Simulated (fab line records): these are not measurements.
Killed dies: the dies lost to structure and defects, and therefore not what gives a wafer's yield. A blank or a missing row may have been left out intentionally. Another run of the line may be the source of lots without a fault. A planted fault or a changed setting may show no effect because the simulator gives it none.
Chamber matching / flow sky130 / SKY_VIA4_ETCH_12 on rie-diel-04: 4 sister chambers
The step etches SiO2 in C4F8/O2/Ar, stops on TiN, target depth 580 nm. 7 wafers are shown with their chamber, then 11 later ones without.

== EACH WAFER AND ITS CHAMBER ==
wafer=L084.1; chamber=2; oes-product-au (a.u.)=0.918
wafer=L088.4; chamber=3; oes-product-au (a.u.)=0.927
wafer=L088.6; chamber=0; oes-product-au (a.u.)=0.929
wafer=L092.1; chamber=1; oes-product-au (a.u.)=0.927
wafer=L092.2; chamber=2; oes-product-au (a.u.)=0.924
wafer=L092.3; chamber=0; oes-product-au (a.u.)=0.928
wafer=L092.4; chamber=3; oes-product-au (a.u.)=0.919

== WAFERS WITH NO CHAMBER GIVEN ==
wafer=L092.5; oes-product-au (a.u.)=0.926
wafer=L092.6; oes-product-au (a.u.)=0.928
wafer=L093.2; oes-product-au (a.u.)=0.916
wafer=L093.3; oes-product-au (a.u.)=0.924
wafer=L093.5; oes-product-au (a.u.)=0.926
wafer=L095.1; oes-product-au (a.u.)=0.922
wafer=L095.2; oes-product-au (a.u.)=0.920
wafer=L095.3; oes-product-au (a.u.)=0.926
wafer=L095.4; oes-product-au (a.u.)=0.922
wafer=L095.5; oes-product-au (a.u.)=0.925
wafer=L095.6; oes-product-au (a.u.)=0.930

== WHICH CHAMBER EACH WENT THROUGH ==
wafer=L092.5; from the rows above=can't be placed: 1 or 0 or 3 or 2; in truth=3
wafer=L092.6; from the rows above=can't be placed: 0 or 1 or 3 or 2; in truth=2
wafer=L093.2; from the rows above=can't be placed: 2 or 3 or 1 or 0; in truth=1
wafer=L093.3; from the rows above=can't be placed: 3 or 1 or 2 or 0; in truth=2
wafer=L093.5; from the rows above=can't be placed: 1 or 0 or 3 or 2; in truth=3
wafer=L095.1; from the rows above=can't be placed: 2 or 3 or 1 or 0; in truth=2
wafer=L095.2; from the rows above=can't be placed: 2 or 3 or 1 or 0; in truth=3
wafer=L095.3; from the rows above=can't be placed: 1 or 0 or 3 or 2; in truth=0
wafer=L095.4; from the rows above=can't be placed: 2 or 3 or 1 or 0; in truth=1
wafer=L095.5; from the rows above=can't be placed: 1 or 3 or 0 or 2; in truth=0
wafer=L095.6; from the rows above=can't be placed: 0 or 1 or 3 or 2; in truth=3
Correctly placed: 0 of 11. Unplaceable from these rows: 11, with the true chamber sitting among the candidates in 11. Wrongly placed: 0.
How it was worked out, from the rows above alone: a wafer's distance from a chamber is the root of the sum, over the readings, of the square of ((its reading less the chamber's mean) divided by the reading's scatter). If the next closest chamber is less than 2 further off than the closest, the wafer can't be placed; otherwise it belongs to the closest. Each chamber's mean is taken over the wafers shown for it. The scatter: the root of (the sum of the squares of (reading less its chamber's mean) over the shown wafers, divided by (wafers less chambers)).
